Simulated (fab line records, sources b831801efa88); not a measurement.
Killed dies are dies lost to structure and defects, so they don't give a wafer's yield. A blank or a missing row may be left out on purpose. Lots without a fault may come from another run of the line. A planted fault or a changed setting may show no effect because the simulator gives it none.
Which tool did it? | flow sky130 | 12 lots, 33 wafers sampled, at 5 steps of a route of 708

WHAT THE GAUGES READ, wafer by wafer
SKY_VT_ADJUST_HVTP_CD_MEAS_07: target cd 380 nm.
lot  | measured     | on        | cd_nm (nm)
L454 | day 6 02:10  | cd_sem-01 | 376.1 376.8 376.8
L455 | day 6 08:45  | cd_sem-01 | 376.5 378.2 378.2
L456 | day 6 13:12  | cd_sem-02 | 378.4 380.6 381.3
L457 | day 6 16:57  | cd_sem-01 | 382.3 381.1 379.8
L462 | day 8 10:28  | cd_sem-01 | 384.7 355.6
L463 | day 8 13:15  | cd_sem-02 | 356.2 379.8
L464 | day 8 19:29  | cd_sem-02 | 353.6 381.6
L470 | day 10 09:34 | cd_sem-02 | 382.2 383.4 383.1
L474 | day 11 09:43 | cd_sem-01 | 381.5 382.1 380.7
L475 | day 11 11:43 | cd_sem-01 | 379.5 379.8 379.4
L476 | day 11 19:00 | cd_sem-02 | 381.6 380.8 382.6
L477 | day 12 02:48 | cd_sem-01 | 380.9 382.3 380.8

SKY_SONOS_ONO_CD_MEAS_13: target cd 410 nm.
lot  | measured     | on        | cd_nm (nm)
L454 | day 12 16:22 | cd_sem-01 | 407.5 408.1 408.8
L455 | day 13 01:40 | cd_sem-02 | 406.2 406.1 404.0
L456 | day 13 05:52 | cd_sem-01 | 409.2 407.9 408.0
L457 | day 13 10:22 | cd_sem-01 | 408.8 410.3 409.8
L462 | day 15 17:11 | cd_sem-02 | 406.5 407.3
L463 | day 15 20:09 | cd_sem-01 | 409.1 413.3
L464 | day 16 04:46 | cd_sem-01 | 404.6 406.4
L470 | day 18 14:48 | cd_sem-02 | 412.3 411.3 410.3
L474 | day 19 16:13 | cd_sem-02 | 411.9 412.1 411.0
L475 | day 19 17:47 | cd_sem-01 | 410.6 413.1 410.5
L476 | day 20 11:58 | cd_sem-01 | 412.5 412.7 411.6
L477 | day 20 12:52 | cd_sem-01 | 412.6 411.3 411.8

SKY_LDD_P_TW_MEAS_11.
lot  | measured     | on            | LDD_P_TW
L454 | day 18 21:37 | film_metro-02 | 642 642 644
L455 | day 19 11:16 | film_metro-03 | 642 641 642
L456 | day 19 19:33 | film_metro-02 | 638 637 641
L457 | day 20 00:19 | film_metro-03 | 646 643 642
L462 | day 22 11:26 | film_metro-02 | 640 638
L463 | day 22 13:17 | film_metro-04 | 633 637
L464 | day 22 23:53 | film_metro-02 | 640 643
L470 | day 25 07:14 | film_metro-02 | 639 640 638
L474 | day 26 08:18 | film_metro-04 | 644 644 645
L475 | day 26 09:49 | film_metro-04 | 636 639 644
L476 | day 27 05:35 | film_metro-02 | 644 642 640
L477 | day 27 08:37 | film_metro-04 | 639 637 637

SKY_SPACER_THK_MEAS_01.
lot  | measured     | on            | SPACER_CVD_00_THK (nm)
L454 | day 22 20:28 | film_metro-03 | 42.5 43.0 43.0
L455 | day 23 13:14 | film_metro-03 | 42.7 42.6 42.4
L456 | day 23 16:59 | film_metro-04 | 43.3 43.3 43.5
L457 | day 23 21:53 | film_metro-03 | 42.9 42.8 43.0
L462 | day 26 07:10 | film_metro-02 | 42.9 43.3
L463 | day 26 08:23 | film_metro-02 | 43.1 43.0
L464 | day 26 18:59 | film_metro-02 | 43.2 43.1
L470 | day 29 00:14 | film_metro-02 | 43.7 44.0 43.6
L474 | day 29 22:42 | film_metro-04 | 43.5 43.5 43.9
L475 | day 30 00:45 | film_metro-02 | 42.8 42.7 42.6
L476 | day 30 19:20 | film_metro-04 | 43.5 43.6 43.3
L477 | day 30 21:07 | film_metro-04 | 42.3 42.9 42.7

WHICH TOOL RAN EACH LOT (tool, then ch and the chambers of the sampled wafers, then the start)
lot  | SKY_VT_ADJUST_HVTP_EXPOSE_04
L454 | iline_stepper-02 ch 0, day 5 17:10
L455 | iline_stepper-02 ch 0, day 5 23:19
L456 | iline_stepper-02 ch 0, day 6 04:19
L457 | iline_stepper-02 ch 0, day 6 08:31
L462 | iline_stepper-02 ch 0, day 8 01:44
L463 | iline_stepper-02 ch 0, day 8 03:29
L464 | iline_stepper-02 ch 0, day 8 08:41
L470 | iline_stepper-01 ch 0, day 9 23:10
L474 | iline_stepper-01 ch 0, day 10 22:17
L475 | iline_stepper-01 ch 0, day 11 00:17
L476 | iline_stepper-01 ch 0, day 11 07:04
L477 | iline_stepper-02 ch 0, day 11 15:27
- SKY_VT_ADJUST_HVTP_EXPOSE_04: exposes mask HVTPM, target cd 380 nm.

WHAT THE TOOLS THEMSELVES READ (means of the sampled wafers that have a number; where no wafer has one, the mark that the record gives instead)
The record holds no such reading with a usual standard deviation.

THE ANSWER, worked out from the rows above alone
Rule: what is usual is taken from the lots themselves. Put in order of their means at a reading, lots are off if they are a third of the lots or fewer, leave a main group of 4 or more, and stand apart from it by a gap of 3 or more times the standard deviation of the main group's means; of several such gaps the widest counts. A main group whose means are all the same, to the digits that the tables above print for the reading, isn't used. A lot without any number at a reading at which 4 lots or more have one is off too. The other lots that the step has rows for count as sound. The gauges are gone through in route order, then the tools' own readings, and for those a lot's mean is taken as printed above. The first step at which some lot is off is used, and at that step the reading that is off furthest; a lot without a number counts as furthest.
Off: L462, L463, L464, at SKY_VT_ADJUST_HVTP_CD_MEAS_07 (cd_nm). The main group: mean 380.3 nm, standard deviation 1.9.
A tool fits if, at a process step before that reading, it ran every lot that is off, and no sound lot after the first of them. The gauges at SKY_VT_ADJUST_HVTP_CD_MEAS_07 are tried like those tools. None of those tried fits.

WHAT THE SIMULATOR HAD PUT IN
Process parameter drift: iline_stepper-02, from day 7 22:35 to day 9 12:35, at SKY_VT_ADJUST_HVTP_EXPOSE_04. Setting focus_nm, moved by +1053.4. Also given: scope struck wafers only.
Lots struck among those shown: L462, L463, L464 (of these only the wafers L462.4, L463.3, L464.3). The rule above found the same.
